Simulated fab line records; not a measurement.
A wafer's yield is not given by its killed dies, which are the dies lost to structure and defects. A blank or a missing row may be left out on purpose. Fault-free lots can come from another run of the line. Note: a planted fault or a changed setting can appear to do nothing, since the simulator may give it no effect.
Which of the tools did it? + flow gf180mcu + 14 lots with 42 wafers sampled at 5 steps, on a route of 602 steps

## WHAT THE GAUGES SHOWED, per wafer
The record holds no reading of a measuring or inspecting step that can be judged against a usual standard deviation.

## EACH LOT AND THE TOOL THAT RAN IT (in order: tool; ch and the chambers of the sampled wafers; start)
| lot  | GF_M4_METAL_ETCH_16               | GF_V4_ETCH_17                      | GF_V4_STRIP_18                       | GF_V4_CVD_23                  | GF_V4_CMP_26                  |
|------|-----------------------------------|------------------------------------|--------------------------------------|-------------------------------|-------------------------------|
| L983 | rie_metal-01 ch 0,1, day 24 04:46 | rie_diel-03 ch 0,1,3, day 25 04:00 | plasma_asher-01 ch 0,1, day 25 04:40 | cvd_w-01 ch 0,1, day 25 05:20 | cmp-02 ch 0,1,3, day 25 05:53 |
| L986 | rie_metal-04 ch 0,1, day 25 07:59 | rie_diel-02 ch 2,3, day 26 06:00   | plasma_asher-03 ch 0,1, day 26 06:25 | cvd_w-01 ch 0,1, day 26 07:05 | cmp-01 ch 0,2,3, day 26 07:26 |
| L987 | rie_metal-04 ch 1, day 25 22:59   | rie_diel-04 ch 1,3, day 26 21:00   | plasma_asher-04 ch 0,1, day 26 21:13 | cvd_w-02 ch 0,1, day 26 21:51 | cmp-02 ch 0,2,3, day 26 22:09 |
| L989 | rie_metal-03 ch 0,1, day 26 06:38 | rie_diel-02 ch 1,2,3, day 27 04:00 | plasma_asher-04 ch 0,1, day 27 04:39 | cvd_w-02 ch 0,1, day 27 05:17 | cmp-01 ch 1,2, day 27 05:35   |
| L990 | rie_metal-03 ch 0,1, day 26 12:50 | rie_diel-04 ch 1,2,3, day 27 11:00 | plasma_asher-03 ch 0,1, day 27 11:19 | cvd_w-01 ch 0,1, day 27 11:57 | cmp-02 ch 0,1,2, day 27 12:15 |
| L991 | rie_metal-04 ch 0,1, day 26 17:14 | rie_diel-04 ch 0,2,3, day 27 15:00 | plasma_asher-04 ch 0,1, day 27 15:13 | cvd_w-01 ch 0,1, day 27 15:51 | cmp-01 ch 1,3, day 27 16:12   |
| L993 | rie_metal-01 ch 0,1, day 27 20:53 | rie_diel-02 ch 0,3, day 28 17:00   | plasma_asher-04 ch 0,1, day 28 17:34 | cvd_w-01 ch 0,1, day 28 18:12 | cmp-01 ch 0,1,2, day 28 18:36 |
| L994 | rie_metal-04 ch 0,1, day 28 00:11 | rie_diel-03 ch 0,3, day 28 21:00   | plasma_asher-03 ch 0,1, day 28 21:27 | cvd_w-01 ch 0,1, day 28 22:05 | cmp-01 ch 0,3, day 28 22:23   |
| L995 | rie_metal-03 ch 0,1, day 28 05:02 | rie_diel-04 ch 1,2,3, day 29 02:00 | plasma_asher-04 ch 0,1, day 29 02:22 | cvd_w-01 ch 0,1, day 29 03:00 | cmp-01 ch 0,1,3, day 29 03:18 |
| L996 | rie_metal-03 ch 0,1, day 28 11:47 | rie_diel-03 ch 1,2, day 29 08:00   | plasma_asher-04 ch 0, day 29 08:42   | cvd_w-01 ch 0,1, day 29 09:22 | cmp-01 ch 0,1,2, day 29 09:43 |
| L998 | rie_metal-01 ch 0,1, day 28 23:32 | rie_diel-03 ch 0,1,3, day 29 20:00 | plasma_asher-03 ch 0,1, day 29 20:47 | cvd_w-01 ch 0,1, day 29 21:29 | cmp-01 ch 1,2,3, day 29 21:50 |
| L102 | rie_metal-03 ch 0,1, day 30 01:05 | rie_diel-02 ch 1,3, day 30 21:00   | plasma_asher-04 ch 0,1, day 30 21:43 | cvd_w-02 ch 0,1, day 30 22:23 | cmp-01 ch 0,1,3, day 30 22:55 |
| L103 | rie_metal-04 ch 0, day 30 07:24   | rie_diel-03 ch 1,2, day 31 03:00   | plasma_asher-01 ch 0,1, day 31 03:33 | cvd_w-02 ch 0,1, day 31 04:11 | cmp-02 ch 0,1, day 31 04:30   |
| L104 | rie_metal-03 ch 0,1, day 30 14:09 | rie_diel-03 ch 0,1,2, day 31 10:00 | plasma_asher-01 ch 0,1, day 31 10:39 | cvd_w-01 ch 0,1, day 31 11:17 | cmp-02 ch 1,2, day 31 11:35   |
- GF_M4_METAL_ETCH_16: etches the open film in Cl2/BCl3, stops on SiO2, target depth 627.5 nm, time 104.6 s.
- GF_V4_ETCH_17: etches SiO2 in C4F8/O2/Ar, stops on TiN, target depth 630 nm.
- GF_V4_STRIP_18: strips in O2/N2.
- GF_V4_CVD_23: deposits W, target thk 350 nm, time 104.9 s.
- GF_V4_CMP_26: polishes, stops on SiO2, t overpolish 15 s, target thk 0 nm.

## AS READ BY THE TOOLS THEMSELVES (means over the sampled wafers that have a number; for cases with no such wafer, the mark the record gives instead)
GF_M4_METAL_ETCH_16.
| lot  | tool         | bcl3_flow_sccm (sccm) | bias_w (W) | drypump_motor_current_A (A) | oes_product_au (a.u.) | throttle_valve_pct (%) |
|------|--------------|-----------------------|------------|-----------------------------|-----------------------|------------------------|
| L983 | rie_metal-01 | 40.09                 | 140.0      | 6.4                         | 0.973                 | 28.249                 |
| L986 | rie_metal-04 | 40.00                 | 139.7      | 5.7                         | 0.977                 | 28.247                 |
| L987 | rie_metal-04 | 39.97                 | 140.3      | 5.6                         | 0.972                 | 28.250                 |
| L989 | rie_metal-03 | 39.82                 | 140.2      | 5.5                         | 0.974                 | 28.241                 |
| L990 | rie_metal-03 | 40.08                 | 140.3      | 5.6                         | 0.976                 | 28.248                 |
| L991 | rie_metal-04 | 40.05                 | 140.0      | 5.7                         | 0.966                 | 28.258                 |
| L993 | rie_metal-01 | 40.01                 | 139.9      | 6.4                         | 0.971                 | 28.261                 |
| L994 | rie_metal-04 | 40.02                 | 140.2      | 5.9                         | 0.973                 | 28.254                 |
| L995 | rie_metal-03 | 39.91                 | 140.2      | 5.3                         | 0.975                 | 28.256                 |
| L996 | rie_metal-03 | 40.03                 | 139.7      | 5.6                         | 0.978                 | 28.242                 |
| L998 | rie_metal-01 | 39.97                 | 139.4      | 6.3                         | 0.976                 | 28.249                 |
| L102 | rie_metal-03 | 40.01                 | 140.5      | 5.5                         | 0.966                 | 28.257                 |
| L103 | rie_metal-04 | 40.07                 | 140.3      | 6.1                         | 0.972                 | 28.254                 |
| L104 | rie_metal-03 | 39.82                 | 139.4      | 5.6                         | 0.967                 | 28.251                 |

GF_V4_ETCH_17.
| lot  | tool        | bias_w (W) | chamber_pressure_mTorr (mTorr) | oes_product_au (a.u.) |
|------|-------------|------------|--------------------------------|-----------------------|
| L983 | rie_diel-03 | 1198       | 40.00                          | 0.855                 |
| L986 | rie_diel-02 | 1201       | 39.96                          | 0.852                 |
| L987 | rie_diel-04 | 1194       | 39.98                          | 0.852                 |
| L989 | rie_diel-02 | 1200       | 40.01                          | 0.851                 |
| L990 | rie_diel-04 | 1199       | 40.03                          | 0.852                 |
| L991 | rie_diel-04 | 1201       | 39.99                          | 0.861                 |
| L993 | rie_diel-02 | 1195       | 40.05                          | 0.853                 |
| L994 | rie_diel-03 | -          | -                              | -                     |
| L995 | rie_diel-04 | -          | -                              | -                     |
| L996 | rie_diel-03 | 1202       | 40.01                          | 0.851                 |
| L998 | rie_diel-03 | 1202       | 40.02                          | 0.854                 |
| L102 | rie_diel-02 | 1203       | 39.91                          | 0.849                 |
| L103 | rie_diel-03 | 1200       | 40.01                          | 0.859                 |
| L104 | rie_diel-03 | 1200       | 40.01                          | 0.853                 |

GF_V4_STRIP_18.
| lot  | tool            | drypump_motor_current_A (A) | heater_power_w (W) | oes_product_au (a.u.) |
|------|-----------------|-----------------------------|--------------------|-----------------------|
| L983 | plasma_asher-01 | 5.7                         | 281                | 0.591                 |
| L986 | plasma_asher-03 | 5.5                         | 337                | 0.593                 |
| L987 | plasma_asher-04 | 5.9                         | 330                | 0.596                 |
| L989 | plasma_asher-04 | 5.9                         | 327                | 0.584                 |
| L990 | plasma_asher-03 | 5.9                         | 346                | 0.598                 |
| L991 | plasma_asher-04 | 5.9                         | 333                | 0.586                 |
| L993 | plasma_asher-04 | 5.9                         | 333                | 0.597                 |
| L994 | plasma_asher-03 | 5.6                         | 344                | 0.667                 |
| L995 | plasma_asher-04 | 5.9                         | 329                | 0.667                 |
| L996 | plasma_asher-04 | 5.8                         | 326                | 0.597                 |
| L998 | plasma_asher-03 | 5.5                         | 339                | 0.597                 |
| L102 | plasma_asher-04 | 5.9                         | 328                | 0.597                 |
| L103 | plasma_asher-01 | 5.7                         | 284                | 0.592                 |
| L104 | plasma_asher-01 | 5.7                         | 281                | 0.591                 |

GF_V4_CVD_23.
| lot  | tool     | chamber_pressure_Torr (Torr) | heater_power_w (W) |
|------|----------|------------------------------|--------------------|
| L983 | cvd_w-01 | 40.04                        | 859                |
| L986 | cvd_w-01 | 39.95                        | 967                |
| L987 | cvd_w-02 | 40.03                        | 923                |
| L989 | cvd_w-02 | 40.01                        | 861                |
| L990 | cvd_w-01 | 40.03                        | 862                |
| L991 | cvd_w-01 | 39.96                        | 958                |
| L993 | cvd_w-01 | 39.96                        | 858                |
| L994 | cvd_w-01 | 40.02                        | 976                |
| L995 | cvd_w-01 | 39.94                        | 965                |
| L996 | cvd_w-01 | 39.99                        | 857                |
| L998 | cvd_w-01 | 40.12                        | 984                |
| L102 | cvd_w-02 | 40.01                        | 912                |
| L103 | cvd_w-02 | 40.05                        | 902                |
| L104 | cvd_w-01 | 40.03                        | 864                |

GF_V4_CMP_26.
| lot  | tool   | motor_current_A (A) | overpolish_run_s (s) | platen_rpm (rpm) | time_to_endpoint_s (s) |
|------|--------|---------------------|----------------------|------------------|------------------------|
| L983 | cmp-02 | 11.0                | 14.998               | 60.01            | 89                     |
| L986 | cmp-01 | 9.7                 | 15.003               | 60.00            | 81                     |
| L987 | cmp-02 | 10.8                | 15.002               | 60.00            | 82                     |
| L989 | cmp-01 | 10.4                | 14.998               | 59.99            | 82                     |
| L990 | cmp-02 | 10.9                | 14.998               | 60.01            | 85                     |
| L991 | cmp-01 | 10.8                | 15.005               | 60.00            | 79                     |
| L993 | cmp-01 | 9.8                 | 15.005               | 59.98            | 82                     |
| L994 | cmp-01 | 10.4                | 14.991               | 60.05            | 82                     |
| L995 | cmp-01 | 10.0                | 15.004               | 60.01            | 80                     |
| L996 | cmp-01 | 9.7                 | 15.005               | 59.96            | 79                     |
| L998 | cmp-01 | 10.8                | 14.996               | 59.96            | 81                     |
| L102 | cmp-01 | 10.7                | 15.002               | 59.99            | 81                     |
| L103 | cmp-02 | 11.7                | 14.992               | 59.95            | 82                     |
| L104 | cmp-02 | 11.4                | 15.003               | 59.98            | 82                     |

## THE ANSWER, worked out from the rows above alone
Rule: what is usual is taken from the lots themselves. Put in order of their means at a reading, lots are off if they are a third of the lots or fewer, leave a main group of 4 or more, and stand apart from it by a gap of 3 or more times the standard deviation of the main group's means; of several such gaps the widest counts. Not used: any main group whose means are identical at the precision the tables above print for the reading. A lot without any number at a reading at which 4 lots or more have one is off too. The other lots that the step has rows for count as sound. The gauges are gone through in route order, then the tools' own readings, and for those a lot's mean is taken as printed above. The first step at which some lot is off is used, and at that step the reading that is off furthest; a lot without a number counts as furthest.
Off: L994, L995 (GF_V4_ETCH_17, bias_w). Without a number there: L994, L995. For the main group the mean is 1200 W and the standard deviation 2.6.
A tool fits if, at that step or a process step before it, it ran every lot that is off, and no sound lot after the first of them. None of those tried fits.

## WHAT THE SIMULATOR HAD INSERTED
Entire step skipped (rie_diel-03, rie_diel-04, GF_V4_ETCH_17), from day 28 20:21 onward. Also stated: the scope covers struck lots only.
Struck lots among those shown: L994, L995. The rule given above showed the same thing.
